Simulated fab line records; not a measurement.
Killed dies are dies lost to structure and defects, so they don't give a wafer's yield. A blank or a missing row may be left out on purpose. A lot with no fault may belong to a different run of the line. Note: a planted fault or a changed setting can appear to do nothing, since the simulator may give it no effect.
Which tool did it? -- flow sky130 -- route of 708 steps, sampled at 1 step: 14 lots, 42 wafers

WHAT THE GAUGES READ, wafer by wafer
SKY_SONOS_TUNNEL_OVL_MEAS_08.
lot,measured,on,SONOS_TUNNEL_OVL (nm)
L184,day 11 20:24,overlay-01,0.9 1.3 -0.4
L185,day 12 15:26,overlay-02,5.5 1.9 2.9
L186,day 12 17:15,overlay-01,0.9 1.4 1.2
L187,day 12 18:34,overlay-01,0.9 -2.3 -0.8
L189,day 13 09:11,overlay-02,1.5 -0.1 0.1
L188,day 13 10:52,overlay-01,2.9 3.1 3.5
L191,day 14 04:23,overlay-01,-0.2 -1.4 -1.2
L197,day 16 07:47,overlay-02,0.8 0.2 1.6
L196,day 16 08:05,overlay-01,-0.5 -0.1 -0.2
L198,day 16 14:08,overlay-01,-1.2 1.9 -1.3
L199,day 16 14:44,overlay-02,2.8 2.8 1.0
L201,day 17 02:05,overlay-01,1.2 1.8 0.1
L202,day 17 14:57,overlay-02,2.7 1.2 3.6
L206,day 18 10:46,overlay-01,2.9 2.6 3.9

TOOL THAT RAN EACH LOT (tool first, then ch and the chambers of the sampled wafers, then the start)
There is no process step in the record ahead of these readings.

WHAT THE TOOLS THEMSELVES READ (means of the sampled wafers that have a number; where no wafer has one, the mark that the record gives instead)
The record holds no such reading with a usual standard deviation.

THE ANSWER, worked out from the rows above alone
Rule: usual is defined by the lots themselves. The widest of any qualifying gaps counts: lots, ordered by their means at a reading, are off when they make up no more than a third of the lots, leave a main group of 4 or more, and stand apart from it by 3 or more times the standard deviation of that group's means. A main group is skipped when, at the precision printed for the reading in the tables above, its means are all equal. A lot without any number at a reading at which 4 lots or more have one is off too. Any other lot the step has rows for is counted as sound. Order of review: gauges by route order, followed by the tools' own readings, for which a lot's mean as printed above is used. The first step at which some lot is off is used, and at that step the reading that is off furthest; a lot without a number counts as furthest.
None of the lots is off at any reading shown; this tells nothing.

WHAT THE SIMULATOR HAD INSERTED
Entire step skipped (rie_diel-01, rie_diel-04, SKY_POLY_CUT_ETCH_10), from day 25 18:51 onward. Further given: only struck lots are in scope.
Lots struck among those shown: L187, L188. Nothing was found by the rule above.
